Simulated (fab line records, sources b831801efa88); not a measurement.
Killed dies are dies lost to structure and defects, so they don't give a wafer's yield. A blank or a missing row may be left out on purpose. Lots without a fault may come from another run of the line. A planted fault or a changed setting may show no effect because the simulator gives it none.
Which tool did it? | flow gf180mcu | 14 lots, 40 wafers sampled, at 4 steps of a route of 602

WHAT THE GAUGES READ, wafer by wafer
GF_STI_THK_MEAS_02. Usual: STI_OXIDATION_THK 9.95 nm, standard deviation 0.23.
lot  | measured    | on            | STI_OXIDATION_THK (nm) | flag
L164 | day 1 11:31 | film_metro-04 | 9.83 9.95 9.71         |
L165 | day 1 16:32 | film_metro-04 | 10.02 9.78 9.78        |
L166 | day 1 21:31 | film_metro-03 | 10.16 10.25 10.20      |
L167 | day 2 02:31 | film_metro-04 | 10.06 9.96 10.01       |
L171 | day 3 00:47 | film_metro-02 | 10.08 10.10 10.11      |
L172 | day 3 03:42 | film_metro-03 | 10.00 9.75             |
L173 | day 3 08:46 | film_metro-02 | 9.67 9.62              |
L175 | day 3 18:31 | film_metro-03 | 9.73 9.61 9.73         |
L178 | day 4 09:31 | film_metro-03 | 10.10 10.04 10.09      |
L179 | day 4 14:35 | film_metro-03 | 9.82 9.63 9.78         |
L180 | day 4 19:31 | film_metro-02 | 10.06 9.99 10.09       |
L181 | day 5 00:31 | film_metro-04 | 10.28 10.41 10.22      |
L185 | day 5 21:29 | film_metro-03 | 10.05 10.07 10.18      |
L187 | day 6 07:40 | film_metro-04 | 9.89 9.79 9.63         |

GF_NWELL_OVL_MEAS_07. Usual: NWELL_OVL 1.2 nm, standard deviation 1.7.
lot  | measured    | on         | NWELL_OVL (nm) | flag
L164 | day 3 07:28 | overlay-01 | -0.6 0.0 0.6   |
L165 | day 3 13:11 | overlay-02 | 6.3 3.3 -1.5   |
L166 | day 3 18:08 | overlay-01 | 1.5 3.5 1.1    |
L167 | day 4 01:40 | overlay-01 | 1.0 1.9 1.3    |
L171 | day 4 23:55 | overlay-01 | 1.3 0.0 0.9    |
L172 | day 5 02:55 | overlay-02 | 2.3 -          |
L173 | day 5 08:25 | overlay-01 | 0.7 -          |
L175 | day 5 22:01 | overlay-01 | 0.0 -0.5 -     |
L178 | day 6 13:31 | overlay-02 | 0.2 1.8 1.1    |
L179 | day 6 17:43 | overlay-01 | -0.7 0.9 0.4   |
L180 | day 6 23:29 | overlay-02 | -0.7 -0.6 0.9  |
L181 | day 7 03:46 | overlay-01 | 0.0 0.9 -1.3   |
L185 | day 8 02:37 | overlay-01 | 0.2 1.2 -0.8   |
L187 | day 8 19:34 | overlay-01 | 4.3 3.5 1.4    |

WHICH TOOL RAN EACH LOT (tool, then ch and the chambers of the sampled wafers, then the start)
lot  | GF_DNWELL_STRIP_08                  | GF_NWELL_DEVELOP_06
L164 | plasma_asher-02 ch 0,1, day 2 18:37 | litho_track-01 ch 0, day 3 07:00
L165 | plasma_asher-03 ch 0,1, day 3 00:26 | litho_track-04 ch 0, day 3 13:00
L166 | plasma_asher-02 ch 0,1, day 3 05:16 | litho_track-04 ch 0, day 3 18:00
L167 | plasma_asher-02 ch 0,1, day 3 12:52 | litho_track-03 ch 0, day 4 01:00
L171 | plasma_asher-01 ch 0,1, day 4 09:13 | litho_track-04 ch 0, day 4 23:00
L172 | plasma_asher-03 ch 0, day 4 12:28   | litho_track-03 ch 0, day 5 02:00
L173 | plasma_asher-01 ch 0, day 4 18:22   | litho_track-03 ch 0, day 5 08:00
L175 | plasma_asher-03 ch 0,1, day 5 06:13 | litho_track-03 ch 0, day 5 21:00
L178 | plasma_asher-03 ch 0, day 5 23:10   | litho_track-01 ch 0, day 6 13:00
L179 | plasma_asher-02 ch 0,1, day 6 02:49 | litho_track-04 ch 0, day 6 17:00
L180 | plasma_asher-03 ch 0,1, day 6 07:58 | litho_track-04 ch 0, day 6 23:00
L181 | plasma_asher-02 ch 0,1, day 6 12:40 | litho_track-01 ch 0, day 7 03:00
L185 | plasma_asher-02 ch 1, day 7 10:28   | litho_track-04 ch 0, day 8 02:00
L187 | plasma_asher-03 ch 0,1, day 8 03:09 | litho_track-03 ch 0, day 8 19:00
- GF_DNWELL_STRIP_08: strips in O2/N2.
- GF_NWELL_DEVELOP_06: develop time 60 s.

WHAT THE TOOLS THEMSELVES READ (means of the sampled wafers that have a number; where no wafer has one, the mark that the record gives instead)
GF_DNWELL_STRIP_08. Usual: drypump_motor_current_A 5.95 A, standard deviation 0.29; heater_power_w 310 W, standard deviation 17; oes_product_au 0.722 a.u., standard deviation 0.0045; strip_time_to_endpoint_s 37.02 s, standard deviation 0.098.
lot  | tool            | drypump_motor_current_A (A) | heater_power_w (W) | oes_product_au (a.u.) | strip_time_to_endpoint_s (s) | flag
L164 | plasma_asher-02 | 6.22                        | 324                | 0.723                 | 37.06                        |
L165 | plasma_asher-03 | 5.78                        | 288                | 0.723                 | 36.99                        |
L166 | plasma_asher-02 | 5.96                        | 322                | 0.725                 | 37.03                        |
L167 | plasma_asher-02 | 5.98                        | 319                | 0.721                 | 37.01                        |
L171 | plasma_asher-01 | 5.97                        | 314                | 0.721                 | 36.90                        |
L172 | plasma_asher-03 | 5.78                        | 279                | 0.718                 | 36.98                        |
L173 | plasma_asher-01 | 5.71                        | 310                | 0.719                 | 37.00                        |
L175 | plasma_asher-03 | 5.83                        | 291                | 0.720                 | 36.99                        |
L178 | plasma_asher-03 | 5.77                        | 282                | 0.720                 | 36.99                        |
L179 | plasma_asher-02 | 6.22                        | 326                | 0.723                 | 36.91                        |
L180 | plasma_asher-03 | 5.83                        | 285                | 0.726                 | 36.89                        |
L181 | plasma_asher-02 | 6.18                        | 328                | 0.729                 | 36.98                        |
L185 | plasma_asher-02 | 5.72                        | 314                | 0.722                 | 37.14                        |
L187 | plasma_asher-03 | 5.81                        | 282                | 0.723                 | 36.96                        |

THE ANSWER, worked out from the rows above alone
Rule: a lot is off if the mean of its wafers that have a number lies more than 3 standard deviations from the usual mean. A lot without any number at a reading at which 4 lots or more have one is off too. The other lots that the step has rows for count as sound. The gauges are gone through in route order, then the tools' own readings, and for those a lot's mean is taken as printed above. The first step at which some lot is off is used, and at that step the reading that is off furthest; a lot without a number counts as furthest.
No lot is off at any reading shown: from this, nothing can be told.

WHAT THE SIMULATOR HAD PUT IN
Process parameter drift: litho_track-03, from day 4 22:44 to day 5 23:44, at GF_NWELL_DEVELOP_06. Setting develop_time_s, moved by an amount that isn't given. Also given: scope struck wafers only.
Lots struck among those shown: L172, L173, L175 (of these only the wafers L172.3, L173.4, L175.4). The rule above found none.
